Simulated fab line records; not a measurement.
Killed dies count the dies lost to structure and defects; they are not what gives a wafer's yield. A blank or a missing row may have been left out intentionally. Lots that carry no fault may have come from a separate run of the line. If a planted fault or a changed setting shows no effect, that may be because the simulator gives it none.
fab line records -- flow gf180mcu
record lots=6, wafers=18, last_day=34
route steps=602 shown V4@487
lots that met no fault: from a run of the same line without faults
start_h: hours from the record's first day to the start of the lot's first wafer shown -- wait_h: how many hours have passed since the lot's step before this one -- " unchanged from the row above -- L1.1+2: a single row standing in for several wafers -- - no value, or no start given -- * or withheld: withheld -- < > ~ a bound
route shown NAME@n: names a module that has steps shown in the file, with the first one's number in the route -- usual: mean/standard deviation taken from wafers without a fault -- same: alike in all rows -- chamber/n: place in a boat -- sites: readings site by site -- _std_site: their standard deviation -- _edge_site: outer sites' mean less inner sites' -- radius_mm: how far each site lies from the wafer's centre -- mask NAME#n: copy n -- behind: tool/chamber where the wafer was last shaped -- hold: why the lot went on hold/how many hours it stayed there/how the hold came to an end -- device: the transistor (n, p or np) that didn't switch -- end of line: tests run on the same wafers once the route is complete -- a step given without rows: its recipe and nothing more -- killed: dies that structure and defects cost at the first sort, which is not the same as the wafer's yield -- map: a wafer's dies, x killed, . not, _ none there
set.NAME: the setting the step ran with; set.NAME@STEP: the setting that earlier step ran with -- model.NAME: the simulator's own value behind a step, which no gauge read
lots at selected steps of the route; one table per step, one row per wafer
services: the hour from which a tool's chamber was out of use, counted from the record's first day as start_h (under 0 if before that day), plus the number of hours and why
## steps
# step GF_V4_EXPOSE_11
# recipe mask_id=Via4, target_cd_nm=260, na=0.68, source_shape=conventional, sigma_outer=0.6, dose_mj=38
# step GF_V4_PEB_12
# recipe peb_temp_c=135, peb_time_s=90, resist=KrF
# step GF_V4_DEVELOP_13
# recipe develop_time_s=60, resist=KrF, dev_temp_c=21
# step GF_V4_CD_MEAS_14
# recipe target_cd_nm=260
# usual cd_nm=260.3/1.2
lot.wafer,tool,chamber,start_h,wait_h,cd_nm
L989.1,cd_sem-02,-,568.97,0.1,260.7
L989.4,cd_sem-02,-,568.97,0.1,259.7
L989.6,cd_sem-02,-,568.97,0.1,259.9
L995.4,cd_sem-02,-,619.33,0.1,260.2
L995.5,cd_sem-02,-,619.33,0.1,262.0
L995.6,cd_sem-02,-,619.33,0.1,261.6
L102.3,cd_sem-01,-,671.56,0.1,260.8
L102.4,cd_sem-01,-,671.56,0.1,260.7
L102.5,cd_sem-01,-,671.56,0.1,258.6
L103.1,cd_sem-01,-,679.87,0.1,259.3
L103.5,cd_sem-01,-,679.87,0.1,259.6
L103.6,cd_sem-01,-,679.87,0.1,259.4
L106.1,cd_sem-01,-,696.77,0.1,259.8
L106.2,cd_sem-01,-,696.77,0.1,260.7
L106.5,cd_sem-01,-,696.77,0.1,260.1
L111.1,cd_sem-02,-,728.81,0.1,259.9
L111.4,cd_sem-02,-,728.81,0.1,260.8
L111.5,cd_sem-02,-,728.81,0.1,260.8
# step GF_V4_OVL_MEAS_15
# usual V4_OVL=0/6.3
lot.wafer,tool,chamber,start_h,wait_h,V4_OVL[nm]
L989.1,overlay-01,-,569.09,0.1,3
L989.4,overlay-01,-,569.09,0.1,3
L989.6,overlay-01,-,569.09,0.1,2
L995.4,overlay-01,-,619.41,0.1,6
L995.5,overlay-01,-,619.41,0.1,5
L995.6,overlay-01,-,619.41,0.1,3
L102.3,overlay-02,-,671.65,0.1,6
L102.4,overlay-02,-,671.65,0.1,2
L102.5,overlay-02,-,671.65,0.1,3
L103.1,overlay-01,-,679.99,0.1,9
L103.5,overlay-01,-,679.99,0.1,7
L103.6,overlay-01,-,679.99,0.1,6
L106.1,overlay-02,-,696.89,0.1,4
L106.2,overlay-02,-,696.89,0.1,2
L106.5,overlay-02,-,696.89,0.1,5
L111.1,overlay-02,-,728.93,0.1,-7
L111.4,overlay-02,-,728.93,0.1,4
L111.5,overlay-02,-,728.93,0.1,-7
# step GF_V4_ETCH_16
# recipe chemistry=N2/H2, target_depth_a=withheld, overetch_a=withheld, time_s=withheld, target=BARC, ion_energy_ev=200, source_w=500, bias_w=100, pressure_mtorr=30, n2_flow_sccm=100, h2_flow_sccm=200
# usual bias_w=100.01/0.29, drypump_motor_current_A=5.8/0.5, oes_product_au=0.855/0.0048, throttle_valve_pct=13.225/0.0089
lot.wafer,tool,chamber,start_h,wait_h,bias_w,drypump_motor_current_A,oes_product_au,throttle_valve_pct
L989.1,rie_diel-04,3,569.13,0.0,99.89,5.2,0.858,13.231
L989.4,rie_diel-04,2,569.13,0.0,99.86,6.6,0.850,13.222
L989.6,rie_diel-04,2,569.13,0.0,100.05,6.7,0.858,13.234
L995.4,rie_diel-04,3,619.43,0.0,99.64,5.2,0.851,13.238
L995.5,rie_diel-04,2,619.43,0.0,100.41,6.6,0.856,13.230
L995.6,rie_diel-04,3,619.43,0.0,99.36,5.2,0.854,13.236
L102.3,rie_diel-01,3,671.67,0.0,99.78,5.6,0.854,13.219
L102.4,rie_diel-01,1,671.67,0.0,99.84,6.2,0.856,13.228
L102.5,rie_diel-01,0,671.67,0.0,100.11,5.3,0.853,13.210
L103.1,rie_diel-01,3,680.03,0.0,99.88,5.6,0.853,13.213
L103.5,rie_diel-01,2,680.03,0.0,100.49,6.0,0.859,13.230
L103.6,rie_diel-01,1,680.03,0.0,99.87,6.2,0.853,13.220
L106.1,rie_diel-03,1,696.93,0.0,100.00,5.6,0.855,13.208
L106.2,rie_diel-03,2,696.93,0.0,100.33,6.5,0.852,13.232
L106.5,rie_diel-03,1,696.93,0.0,99.56,5.6,0.848,13.215
L111.1,rie_diel-01,1,728.97,0.0,100.09,6.2,0.858,13.231
L111.4,rie_diel-01,2,728.97,0.0,99.76,6.0,0.848,13.208
L111.5,rie_diel-01,3,728.97,0.0,100.00,5.6,0.848,13.217
# step GF_V4_ETCH_17
# recipe chemistry=C4F8/O2/Ar, mask_material=KrF, target=SiO2, stop_on=TiN, source_w=1500, bias_w=1200, pressure_mtorr=40, c4f8_flow_sccm=withheld, O2_flow_sccm=6, Ar_flow_sccm=300, time_s=withheld, target_depth_a=6300
# usual bias_w=1200/3.9, oes_product_au=0.856/0.0048
lot.wafer,tool,chamber,start_h,wait_h,bias_w,oes_product_au
L989.1,rie_diel-04,3,-,-,1204,0.850
L989.4,rie_diel-04,2,-,-,1208,0.851
L989.6,rie_diel-04,2,-,-,1201,0.856
L995.4,rie_diel-04,3,-,-,1197,0.855
L995.5,rie_diel-04,2,-,-,1202,0.860
L995.6,rie_diel-04,3,-,-,1196,0.857
L102.3,rie_diel-01,3,-,-,1197,0.862
L102.4,rie_diel-01,1,-,-,1202,0.856
L102.5,rie_diel-01,0,-,-,1209,0.848
L103.1,rie_diel-01,3,-,-,1202,0.859
L103.5,rie_diel-01,2,-,-,1198,0.858
L103.6,rie_diel-01,1,-,-,1202,0.860
L106.1,rie_diel-03,1,-,-,1201,0.852
L106.2,rie_diel-03,2,-,-,1202,0.854
L106.5,rie_diel-03,1,-,-,1203,0.866
L111.1,rie_diel-01,1,-,-,1203,0.854
L111.4,rie_diel-01,2,-,-,1206,0.852
L111.5,rie_diel-01,3,-,-,1202,0.857
# step GF_V4_STRIP_18
# recipe chemistry=O2/N2, power_w=1400, pressure_mtorr=1500, platen_temp_c=250, o2_flow_sccm=3000, n2_flow_sccm=300, overash_fraction=0.5
# usual drypump_motor_current_A=5.7/0.65, heater_power_w=325/27, oes_product_au=0.593/0.0048
lot.wafer,tool,chamber,start_h,wait_h,drypump_motor_current_A,heater_power_w,oes_product_au,rf_hours_counter_h
L989.1,plasma_asher-03,1,569.26,-,6.5,313,0.595,48
L989.4,plasma_asher-03,1,569.26,-,6.5,304,0.595,-
L989.6,plasma_asher-03,1,569.26,-,6.5,312,0.593,-
L995.4,plasma_asher-04,1,619.59,-,6.2,349,0.593,-
L995.5,plasma_asher-04,1,619.59,-,6.2,344,0.595,-
L995.6,plasma_asher-04,0,619.59,-,5.2,319,0.588,-
L102.3,plasma_asher-04,1,671.83,-,6.2,343,0.595,-
L102.4,plasma_asher-04,0,671.83,-,5.2,327,0.592,-
L102.5,plasma_asher-04,1,671.83,-,6.2,336,0.587,-
L103.1,plasma_asher-04,1,680.16,-,6.2,349,0.598,25
L103.5,plasma_asher-04,0,680.16,-,5.2,321,0.582,-
L103.6,plasma_asher-04,1,680.16,-,6.2,344,0.596,-
L106.1,plasma_asher-01,1,697.06,-,6.3,287,0.596,95
L106.2,plasma_asher-01,0,697.06,-,5.6,320,0.597,95
L106.5,plasma_asher-01,1,697.06,-,6.3,284,0.588,-
L111.1,plasma_asher-04,1,729.10,-,6.2,347,0.591,30
L111.4,plasma_asher-04,1,729.10,-,6.2,338,0.591,-
L111.5,plasma_asher-04,0,729.10,-,5.2,311,0.580,-
# step GF_V4_STRIP_19
# recipe chemistry=post_etch_residue_remover, time_s=1200, temp_c=72.5
# step GF_V4_CLEAN_20
# recipe chemistry=DIW, dry=n2_spin
# step GF_V4_SPUTTER_21
# recipe material=Ti, target_thk_nm=15, chamber_pressure_pa=5, power_w=2500, substrate_temp_c=200, time_s=80.02
# usual throttle_valve_pct=29.6/0.99
lot.wafer,tool,chamber,start_h,wait_h,throttle_valve_pct
L989.1,pvd_sputter-01,-,569.79,0.0,27.8
L989.4,pvd_sputter-01,-,569.79,0.0,30.1
L989.6,pvd_sputter-01,-,569.79,0.0,28.8
L995.4,pvd_sputter-01,-,620.09,0.0,30.6
L995.5,pvd_sputter-01,-,620.09,0.0,29.3
L995.6,pvd_sputter-01,-,620.09,0.0,28.0
L102.3,pvd_sputter-01,-,672.33,0.0,30.0
L102.4,pvd_sputter-01,-,672.33,0.0,28.1
L102.5,pvd_sputter-01,-,672.33,0.0,30.1
L103.1,pvd_sputter-03,-,680.69,0.0,30.6
L103.5,pvd_sputter-03,-,680.69,0.0,30.7
L103.6,pvd_sputter-03,-,680.69,0.0,28.5
L106.1,pvd_sputter-01,-,697.59,0.0,30.2
L106.2,pvd_sputter-01,-,697.59,0.0,30.0
L106.5,pvd_sputter-01,-,697.59,0.0,28.1
L111.1,pvd_sputter-03,-,729.66,0.0,29.7
L111.4,pvd_sputter-03,-,729.66,0.0,31.5
L111.5,pvd_sputter-03,-,729.66,0.0,31.0
# step GF_V4_SPUTTER_22
# recipe material=TiN, target_thk_nm=10, chamber_pressure_pa=5, power_w=4000, time_s=40
# usual throttle_valve_pct=29.6/1
lot.wafer,tool,chamber,start_h,wait_h,throttle_valve_pct
L989.1,pvd_sputter-01,-,569.85,0.0,27.7
L989.4,pvd_sputter-01,-,569.85,0.0,30.5
L989.6,pvd_sputter-01,-,569.85,0.0,29.4
L995.4,pvd_sputter-01,-,620.15,0.0,30.4
L995.5,pvd_sputter-01,-,620.15,0.0,29.1
L995.6,pvd_sputter-01,-,620.15,0.0,27.9
L102.3,pvd_sputter-01,-,672.39,0.0,30.1
L102.4,pvd_sputter-01,-,672.39,0.0,28.0
L102.5,pvd_sputter-01,-,672.39,0.0,30.0
L103.1,pvd_sputter-03,-,680.75,0.0,30.5
L103.5,pvd_sputter-03,-,680.75,0.0,30.7
L103.6,pvd_sputter-03,-,680.75,0.0,28.8
L106.1,pvd_sputter-01,-,697.65,0.0,30.3
L106.2,pvd_sputter-01,-,697.65,0.0,30.0
L106.5,pvd_sputter-01,-,697.65,0.0,27.9
L111.1,pvd_sputter-03,-,729.72,0.0,29.9
L111.4,pvd_sputter-03,-,729.72,0.0,31.3
L111.5,pvd_sputter-03,-,729.72,0.0,31.0
# step GF_V4_CVD_23
# recipe material=W, target_thk_nm=350, time_s=104.9, temp_c=400, pressure_torr=40
# usual chamber_pressure_Torr=40.00/0.076, heater_power_outer_w=563/38, heater_power_w=889/44
lot.wafer,tool,chamber,start_h,wait_h,chamber_pressure_Torr,heater_power_outer_w,heater_power_w
L989.1,cvd_w-02,1,569.89,0.0,40.06,529,890
L989.4,cvd_w-02,0,569.89,0.0,40.17,577,867
L989.6,cvd_w-02,1,569.89,0.0,40.04,530,909
L995.4,cvd_w-01,1,620.23,0.1,39.86,517,846
L995.5,cvd_w-01,1,620.23,0.1,39.97,525,846
L995.6,cvd_w-01,0,620.23,0.1,39.98,599,937
L102.3,cvd_w-01,1,672.47,0.1,-,-,-
L102.4,cvd_w-01,0,672.47,0.1,-,-,-
L102.5,cvd_w-01,0,672.47,0.1,-,-,-
L103.1,cvd_w-01,0,680.79,0.0,-,-,-
L103.5,cvd_w-01,1,680.79,0.0,-,-,-
L103.6,cvd_w-01,0,680.79,0.0,-,-,-
L106.1,cvd_w-01,0,697.69,0.0,40.10,605,960
L106.2,cvd_w-01,1,697.69,0.0,40.03,533,841
L106.5,cvd_w-01,0,697.69,0.0,40.09,633,947
L111.1,cvd_w-01,0,729.76,0.0,40.01,622,952
L111.4,cvd_w-01,0,729.76,0.0,39.98,613,930
L111.5,cvd_w-01,1,729.76,0.0,39.99,535,833
# step GF_V4_RS_MEAS_24
# recipe thk_meas_gauge=four-point-probe, reads=W_of_V4_CVD_23+TiN_of_V4_SPUTTER_22+Ti_of_V4_SPUTTER_21
# usual V4_W_RS=0.327/0.0031
lot.wafer,tool,chamber,start_h,wait_h,V4_W_RS[ohm/sq]
L989.1,film_metro-03,-,570.00,0.1,0.319
L989.4,film_metro-03,-,570.00,0.1,0.325
L989.6,film_metro-03,-,570.00,0.1,0.324
L995.4,film_metro-04,-,620.36,0.1,0.331
L995.5,film_metro-04,-,620.36,0.1,0.330
L995.6,film_metro-04,-,620.36,0.1,0.329
L102.3,film_metro-04,-,672.59,0.1,44.936
L102.4,film_metro-04,-,672.59,0.1,43.108
L102.5,film_metro-04,-,672.59,0.1,45.204
L103.1,film_metro-03,-,680.90,0.1,43.907
L103.5,film_metro-03,-,680.90,0.1,44.131
L103.6,film_metro-03,-,680.90,0.1,44.325
L106.1,film_metro-03,-,697.80,0.1,0.333
L106.2,film_metro-03,-,697.80,0.1,0.329
L106.5,film_metro-03,-,697.80,0.1,0.328
L111.1,film_metro-03,-,729.88,0.1,0.331
L111.4,film_metro-03,-,729.88,0.1,0.329
L111.5,film_metro-03,-,729.88,0.1,0.328
# step GF_V4_THK_MEAS_25
# recipe thk_meas_gauge=xrf, reads=W_of_V4_CVD_23
# usual V4_W_THK=346/3.8
lot.wafer,tool,chamber,start_h,wait_h,V4_W_THK[nm]
L989.1,film_metro-03,-,570.12,0.1,355
L989.4,film_metro-03,-,570.12,0.1,349
L989.6,film_metro-03,-,570.12,0.1,349
L995.4,film_metro-04,-,620.45,0.1,345
L995.5,film_metro-04,-,620.45,0.1,346
L995.6,film_metro-04,-,620.45,0.1,345
L102.3,film_metro-04,-,672.69,0.1,<0
L102.4,film_metro-04,-,672.69,0.1,-
L102.5,film_metro-04,-,672.69,0.1,<0
L103.1,film_metro-03,-,681.02,0.1,<0
L103.5,film_metro-03,-,681.02,0.1,<0
L103.6,film_metro-03,-,681.02,0.1,<0
L106.1,film_metro-03,-,697.92,0.1,344
L106.2,film_metro-03,-,697.92,0.1,346
L106.5,film_metro-03,-,697.92,0.1,343
L111.1,film_metro-03,-,730.00,0.1,340
L111.4,film_metro-03,-,730.00,0.1,344
L111.5,film_metro-03,-,730.00,0.1,344
# step GF_V4_CMP_26
# recipe stop_on=SiO2, down_force_psi=3.5, platen_rpm=60, t_overpolish_s=15, target_thk_nm=0, pad_velocity_m_s=0.94248
# usual motor_current_A=11.1/0.93, time_to_endpoint_s=83/3.4
lot.wafer,tool,chamber,start_h,wait_h,motor_current_A,time_to_endpoint_s
L989.1,cmp-01,0,570.30,0.2,9.3,86
L989.4,cmp-01,1,570.30,0.2,11.8,83
L989.6,cmp-01,3,570.30,0.2,10.8,89
L995.4,cmp-02,3,620.53,0.1,11.6,78
L995.5,cmp-02,2,620.53,0.1,11.2,81
L995.6,cmp-02,3,620.53,0.1,11.5,78
L102.4,cmp-02,2,672.78,0.1,11.8,0
L102.3,cmp-02,3,672.78,0.1,11.2,0
L102.5,cmp-02,2,672.78,0.1,11.0,4
L103.1,cmp-02,2,681.23,0.2,11.9,2
L103.6,cmp-02,3,681.23,0.2,11.9,0
L103.5,cmp-02,0,681.23,0.2,11.7,0
L106.2,cmp-02,3,698.08,0.1,11.5,80
L106.1,cmp-02,0,698.08,0.1,12.4,79
L106.5,cmp-02,2,698.08,0.1,11.7,87
L111.1,cmp-01,3,730.11,0.1,10.9,86
L111.4,cmp-01,1,730.11,0.1,11.1,81
L111.5,cmp-01,3,730.11,0.1,11.6,88
## services
tool,chamber,start_h,hours,kind
cmp-02,-,550.99,14.7,pm
plasma_asher-01,-,560.31,14.6,pm
cmp-02,-,568.86,2.2,repair
cmp-02,-,569.16,1.8,repair
cvd_w-01,0,569.17,8.6,repair
cvd_w-02,-,570.58,1.4,repair
cmp-02,-,572.00,4.0,pm
cmp-02,-,576.27,2.3,repair
cmp-02,-,577.88,11.2,repair
pvd_sputter-01,-,585.84,1.5,repair
cvd_w-01,-,603.91,0.7,repair
pvd_sputter-03,-,605.84,1.2,repair
cmp-01,-,612.94,0.5,repair
rie_diel-01,0,628.08,4.1,repair
cmp-01,-,640.01,6.2,pm
pvd_sputter-03,-,640.49,2.9,repair
cvd_w-01,-,644.06,0.3,repair
cvd_w-01,-,646.93,2.4,repair
cmp-01,-,662.70,1.3,repair
pvd_sputter-03,-,672.31,1.2,repair
rie_diel-04,0,692.76,4.3,repair
rie_diel-04,-,706.75,2.0,repair
cmp-01,-,714.71,3.7,repair
cmp-02,-,715.99,1.1,repair
## key
first_sign step=GF_V4_CVD_23, reading=tool_record, direction=missing
effect step=GF_V4_RS_MEAS_24, reading=V4_W_RS, direction=up, sigmas=99+, usual=0.327, struck=44.269
effect step=GF_V4_THK_MEAS_25, reading=V4_W_THK, direction=down, sigmas=91, usual=346, struck=<0
effect step=GF_V4_CMP_26, reading=time_to_endpoint_s, direction=down, sigmas=24, usual=*, struck=*
met_at GF_V4_CVD_23
struck_wafers L102.3,L102.4,L102.5,L103.1,L103.5,L103.6
later_rows_left_out L102.3,L102.4,L102.5,L103.1,L103.5,L103.6
sort_left_out L102.3,L102.4,L102.5,L103.1,L103.5,L103.6
onset_between 620.23 672.47
fault kind=skipped_step_whole, tool=cvd_w-01, chamber=-, onset_h=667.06, steps=GF_V4_CVD_23, scope=struck_lots_only
# sort_left_out: the simulated sort isn't trusted on such a fault, so these wafers' sort isn't shown, and their yield isn't known
# later_rows_left_out: the simulator's readings of these wafers behind a module that went badly wrong aren't trusted and aren't shown, but for the sort
